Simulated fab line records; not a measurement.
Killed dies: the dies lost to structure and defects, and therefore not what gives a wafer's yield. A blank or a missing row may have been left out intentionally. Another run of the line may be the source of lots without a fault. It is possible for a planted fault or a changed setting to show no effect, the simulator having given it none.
One fault seen from 2 desks    flow gf180mcu    what lay behind the numbers comes last; until then each desk has only its own

== TOOL OWNER'S DESK, litho_track-04 ==
The tool's own readings at GF_STI_SOFTBAKE_08 (time 60 s): means of the sampled wafers that have a number, for each lot that ran on this tool. If a lot's mean is further than 4 standard deviations from the usual mean, the lot is out of limits and carries the mark OUT (the distance appears in the brackets).
Columns: A = heater_power_total_W at GF_STI_SOFTBAKE_08, usual 93.06 W; B = plate_temp_C at GF_STI_SOFTBAKE_08, usual 129.97 C
lot   first seen here  A                B
L964  day 1 19:25      93.00            129.99
L965  day 1 23:58      93.09            130.05
L968  day 2 15:43      93.06            129.92
L971  day 3 07:40      93.00            129.97
L973  day 3 16:43      97.02 (+67) OUT  134.15 (+30) OUT
L976  day 4 07:37      97.10 (+68) OUT  134.09 (+29) OUT
This desk's finding: out of limits on L973, L976; first on L973, day 3 16:43 (heater_power_total_W at GF_STI_SOFTBAKE_08). L964, L965, L968, L971 stayed within limits.

== FROM THE METROLOGY DESK ==
What the gauges read for every lot (on any tool): the sampled wafers with a number, averaged. If a lot's mean is further than 4 standard deviations from the usual mean, the lot is out of limits and carries the mark OUT (the distance appears in the brackets).
Columns: A = cd_nm at GF_STI_CD_MEAS_12, usual 220.0 nm; B = cd_nm at GF_M1_CD_MEAS_14, usual 230.1 nm; C = M1_OVL at GF_M1_OVL_MEAS_15, usual 1 nm
lot   first seen here  A                B      C
L964  day 2 01:13      221.0            229.8  12
L965  day 2 05:57      220.2            229.9  6
L968  day 2 22:34      221.2            230.1  1
L970  day 3 07:36      218.2            229.8  2
L971  day 3 14:04      221.2            230.7  -0
L973  day 3 23:01      207.3 (-12) OUT  228.8  8
L976  day 4 14:38      205.3 (-13) OUT  229.8  -3
L981  day 5 17:00      219.8            231.4  1
L982  day 5 22:25      220.0            231.6  0
L984  day 6 08:01      221.0            229.1  -2
L985  day 6 13:38      219.1            230.5  7
L986  day 6 19:05      219.5            230.3  -2
L987  day 7 00:25      219.3            228.2  2
This desk's finding: out of limits on L973, L976; first on L973, day 3 23:01 (cd_nm at GF_STI_CD_MEAS_12). L964, L965, L968, L970, L971, L981, L982, L984, L985, L986, L987 stayed within limits.

== BROUGHT TOGETHER ==
The tool owner's desk had the chance to raise an alarm at day 3 16:43 on L973, L976.
At day 3 23:01 the metrology desk could have sounded an alarm, on L973, L976.
Of the lots named, all ran GF_STI_SOFTBAKE_08 on litho_track-04.

== WHAT HAD BEEN PUT IN BY THE SIMULATOR ==
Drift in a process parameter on litho_track-04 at GF_STI_SOFTBAKE_08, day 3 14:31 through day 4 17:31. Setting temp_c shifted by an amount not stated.
Shown lots that were struck: L973, L976.
Time in hours from fault onset to the first out-of-limits reading at each desk: tool owner's desk 2, metrology desk 9.
